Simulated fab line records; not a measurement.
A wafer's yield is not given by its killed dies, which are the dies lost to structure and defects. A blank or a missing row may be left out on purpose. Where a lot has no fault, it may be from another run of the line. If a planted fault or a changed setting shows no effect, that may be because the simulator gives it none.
Problem report in the 8D (eight disciplines) form, filled by code ; flow gf180mcu ; the parts of the form that need people (team, actions taken, sign-off) are left out

## 1. WHAT IS WRONG
Mean HV_LDD_02_OVL at GF_HV_LDD_OVL_MEAS_32: -94.2 nm over 6 wafers in 2 lots; fault-free wafers: -0.8 nm, standard deviation 1.5. That is -62 standard deviations from the usual mean.
Seen first at day 17 20:53 on overlay-01, wafer L562.2. Wafers with a number at this step in the record: 36, from 12 lots. The rule behind "out" and "out of limits": a value lying over 4 standard deviations away from the usual mean. Any other wafer with a number is counted as sound.

## 2. WHAT IT IS; WHAT IT IS NOT
question;is;is not
which readings at this step;HV_LDD_02_OVL;-
which lots;L562, L563;L543, L544, L545, L549, L552, L555, L559, L560, L565, L566
which wafers of those lots;all that have a number;-
read on which gauges;overlay-01;overlay-02
when;from day 17 20:53;"up to then (24 sound wafers); but 6 sound wafers of L565, L566 came after"

## 3. THE SUSPECTS, EACH WITH WHAT RULES IT OUT
Counting: a tool at a process step up to the reading stays a suspect if it ran every lot that is out and no sound lot after the first of them.
- the gauge at GF_HV_LDD_OVL_MEAS_32: kept. All the wafers that are out were read on overlay-01, and no step on other tools shows them out.
- iline stepper-02 at GF_HV_LDD_EXPOSE_28 (exposes mask Nplus HV AREA, target cd 400 nm): kept. It processed each lot that is out, first L562 at day 17 09:33, and no sound lot thereafter; up to then, the last sound lot it processed was L560 at day 16 20:54.
Remaining after the count are iline stepper-02 at GF_HV_LDD_EXPOSE_28 and overlay-01 at GF_HV_LDD_OVL_MEAS_32.

## 4. THE CAUSE (what the simulator had put in)
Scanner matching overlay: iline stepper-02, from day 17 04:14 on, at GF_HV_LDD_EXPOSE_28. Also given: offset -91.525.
Of the 2 suspects that counting leaves, this tool is one.

## 5. SEQUENCE OF EFFECTS, ordered by route
One row per reading whose mean, taken over the struck wafers that have a number, lies over 3 standard deviations from the usual. Scope: only readings with a usual standard deviation given in the record; hours: median across lots of the time from each lot's start at the first step in this table that gives one to its start at this step; sigmas: change in usual standard deviations.
hours;step;reading;usual;on struck wafers;change;sigmas
0;GF_HV_LDD_OVL_MEAS_32;HV_LDD_02_OVL;-0.8 nm;-94.2;-93.4;-62
Later steps that measure or inspect, where all struck wafers having a row at the step show a number for every such reading and not one has moved that far: GF_PASSIVATION_BOW_MEAS_14.

## 6. WHAT WOULD HAVE CAUGHT IT SOONER
17 hours passed between the start of the fault at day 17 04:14 and the first reading out of limits at a measuring or inspecting step in this record, taken at day 17 20:53.
An alarm limit of 4 standard deviations would not have fired on the tool readings at GF_HV_LDD_EXPOSE_28 for which the record gives a usual standard deviation, since none of them was out on any struck wafer.
The start of GF_HV_LDD_EXPOSE_28 on iline stepper-02 came by day 17 20:53 for every one of the lots that are out (2). None of them would have been spared by holding the tool at that moment.
